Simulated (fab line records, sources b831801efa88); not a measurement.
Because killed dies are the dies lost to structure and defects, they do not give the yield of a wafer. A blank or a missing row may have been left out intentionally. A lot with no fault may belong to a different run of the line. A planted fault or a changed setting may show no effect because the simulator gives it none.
Which tool is to blame? / flow gf180mcu / 10 lots, 30 wafers sampled, at 1 step of a route of 602

## WHAT THE GAUGES SHOWED, per wafer
GF_M4_CD_MEAS_14 targets a cd of 280 nm.
lot=L253; measured=day 22 22:34; on=cd-sem-02; cd-nm (nm)=282.4 282.4 282.2
lot=L255; measured=day 24 21:16; on=cd-sem-02; cd-nm (nm)=281.2 280.6 282.2
lot=L256; measured=day 25 00:32; on=cd-sem-01; cd-nm (nm)=280.2 280.9 281.1
lot=L257; measured=day 25 02:53; on=cd-sem-01; cd-nm (nm)=279.6 278.9 279.3
lot=L259; measured=day 25 10:03; on=cd-sem-02; cd-nm (nm)=279.5 279.1 279.1
lot=L260; measured=day 25 23:20; on=cd-sem-02; cd-nm (nm)=280.8 282.4 280.8
lot=L266; measured=day 27 17:46; on=cd-sem-01; cd-nm (nm)=280.2 279.4 280.5
lot=L271; measured=day 29 06:05; on=cd-sem-02; cd-nm (nm)=280.9 280.8 280.4
lot=L275; measured=day 30 06:20; on=cd-sem-02; cd-nm (nm)=279.7 280.0 280.0
lot=L276; measured=day 30 13:56; on=cd-sem-01; cd-nm (nm)=277.2 278.1 276.6

## WHAT TOOL EACH LOT RAN ON (gives the tool, then ch and the chambers of the sampled wafers, and finally the start)
The record holds no process step before these readings.

## THE ANSWER, worked out from the rows above alone
Rule: usual is defined by the lots themselves. The widest of any qualifying gaps counts: lots, ordered by their means at a reading, are off when they make up no more than a third of the lots, leave a main group of 4 or more, and stand apart from it by 3 or more times the standard deviation of that group's means. Not used: any main group whose means are identical at the precision the tables above print for the reading. Also off: a lot with no number at a reading for which 4 or more lots have one. Any other lot the step has rows for is counted as sound.
No lot is off at any reading shown: from this, nothing can be told.

## WHAT WAS PUT IN BY THE SIMULATOR
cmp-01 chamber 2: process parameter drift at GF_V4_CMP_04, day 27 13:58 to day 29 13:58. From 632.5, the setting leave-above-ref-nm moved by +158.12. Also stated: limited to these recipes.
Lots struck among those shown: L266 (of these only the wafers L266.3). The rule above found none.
